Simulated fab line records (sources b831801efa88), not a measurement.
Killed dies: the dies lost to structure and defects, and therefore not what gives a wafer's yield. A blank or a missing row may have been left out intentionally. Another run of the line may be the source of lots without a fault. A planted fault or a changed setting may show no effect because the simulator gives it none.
Struck lot and sound lot, side by side | flow sky130 | 19 out of 708 route steps
Sound: the wafers L185.1, L185.3, L185.6. Wafers struck: L179.3, L179.5, L179.6. The cause is named last.
At each step with rows: each side's tool, then ch and its chambers, then its first start. Under that, the readings that differ: sound wafers | struck wafers | difference of the means | sigmas: that difference in standard deviations of wafers without a fault.
alike: readings whose means differ by less than 2 such deviations, and words and numbers that are the same on both sides. not compared: withheld readings, readings that some wafer has no value for, bounds like >300 that may hide the same value, and numbers for which the record gives no deviation and whose values overlap.
The two part at a step that has a row with sigmas, a row that says differs or no value, or rows on one side only. Numbers that don't overlap but have no deviation are shown without sigmas and don't part them. A reading missing from all wafers of one side parts the sides only when that side holds two or more wafers.

SKY_CONTACT_ETCH_18: etches Si3N4 in CHF3/O2, stops on TiN, time 39 s, target depth 75 nm.
  sound: rieDiel-03 ch 0,1,2; struck: rieDiel-04 ch 0,1
  alike: drypumpMotorCurrentA, oesProductAu, throttleValvePct
  not compared: rfHoursCounterH
SKY_CONTACT_STRIP_19: strips in O2/N2.
  sound on plasmaAsher-04 ch 0,1, day 37 13:03; struck on plasmaAsher-04 ch 0,1, day 36 02:44
  alike: drypumpMotorCurrentA, o2FlowSccm, oesProductAu, stripTimeToEndpointS
  not compared: rfHoursCounterH
then, 3 steps without rows for these wafers: SKY_CONTACT_STRIP_20 (strips in post etch residue remover, time 1200 s); SKY_CONTACT_CLEAN_21 (cleans in IPA, time 180 s); SKY_CONTACT_CLEAN_22 (cleans in O3/DIW).
SKY_CONTACT_SPUTTER_23: material TiN, target thk 20 nm, time 80 s.
  sound on pvdSputter-02, day 37 13:46; struck on pvdSputter-01, day 36 03:17
  alike: cathodeDcPowerW, chamberPressurePa, throttleValvePct
then, 1 step without rows for these wafers: SKY_CONTACT_CVD_24 (deposits W, target thk 340 nm, time 102.12 s).
SKY_CONTACT_RS_MEAS_25: measures by four-point-probe.
  sound on filmMetro-03, day 37 13:56; struck on filmMetro-03, day 36 03:30
  alike: CONTACT_W_RS
SKY_CONTACT_THK_MEAS_26: measures by xrf.
  sound on filmMetro-03, day 37 14:04; struck on filmMetro-03, day 36 03:36
  alike: CONTACT_W_THK
then, 1 step without rows for these wafers: SKY_CONTACT_CMP_27 (polishes, stops on SiO2, t overpolish 15 s, target thk 0 nm).
SKY_METAL1_SPUTTER_00: material Ti, target thk 15 nm, time 10 s.
  sound on pvdSputter-01, day 37 14:25; struck on pvdSputter-01, day 36 03:56
  alike: cathodeDcPowerW, chamberPressurePa, throttleValvePct
SKY_METAL1_SPUTTER_01: material TiN, target thk 20 nm, time 16.7 s.
  sound on pvdSputter-01, day 37 14:26; struck on pvdSputter-01, day 36 03:58
  alike: cathodeDcPowerW, chamberPressurePa, throttleValvePct
SKY_METAL1_SPUTTER_02: material AlCu, target thk 250 nm, time 13.3 s.
  sound on pvdSputter-01, day 37 14:28; struck on pvdSputter-01, day 36 03:59
  no value came back on the struck wafers for cathodeDcPowerW (W), chamberPressurePa (Pa), throttleValvePct (%); on the sound wafers cathodeDcPowerW (W) reads 10601 10603 10600
then, 2 steps without rows for these wafers: SKY_METAL1_SPUTTER_03 (material Ti, target thk 5 nm, time 3.3 s); SKY_METAL1_SPUTTER_04 (material TiN, target thk 70 nm, time 58.3 s).
SKY_METAL1_RS_MEAS_05: measures by four-point-probe.
  sound on filmMetro-04, day 37 14:34; struck on filmMetro-04, day 36 04:07
reading                 | sound                | struck               | difference | sigmas
METAL1_ALCU_RS (ohm/sq) | 0.1234 0.1249 0.1253 | 8.5505 8.5596 8.5066 | +8.4144    | +99 or more
SKY_METAL1_THK_MEAS_06: measures by xrf.
  sound on filmMetro-04, day 37 14:41; struck on filmMetro-04, day 36 04:13
reading              | sound       | struck   | difference | sigmas
METAL1_ALCU_THK (nm) | 254 252 250 | <0 <0 <0 | differs    | 
then, 1 step without rows for these wafers: SKY_METAL1_DEHYDRATE_07 (time 60 s).
-- the record jumps here: 13 days lie between the struck wafers' starts before and after (it left off in module METAL1 and takes up again in module PAD_OPEN, whose first step shown is number 708 of the route) --
SKY_PAD_OPEN_PROBE_99:
  sound on prober-01, day 50 05:16; struck on prober-02, day 49 08:31
reading                | sound          | struck      | difference | sigmas
defectLimitedYield (%) | 80.1 81.9 81.1 | 0 0 0       | -81        | -41
killed_at_M0_to_M3     | 56 49 48       | 453 455 452 | +402       | +55
killedDies             | 98 89 93       | 492 492 492 | +399       | +41
killedOnRim            | 18 21 27       | 96 96 96    | +74        | +19
killedOpen             | 57 57 43       | 41 34 32    | -17        | -2
  alike: killed_at_M4_up, killedAtContacts, killedAtFrontEnd, killedAtOther, killedShort

== WHERE THEY PART ==
Earliest at SKY_METAL1_SPUTTER_02; latest, in this record, at SKY_PAD_OPEN_PROBE_99.

WHY: whatever the simulator had introduced
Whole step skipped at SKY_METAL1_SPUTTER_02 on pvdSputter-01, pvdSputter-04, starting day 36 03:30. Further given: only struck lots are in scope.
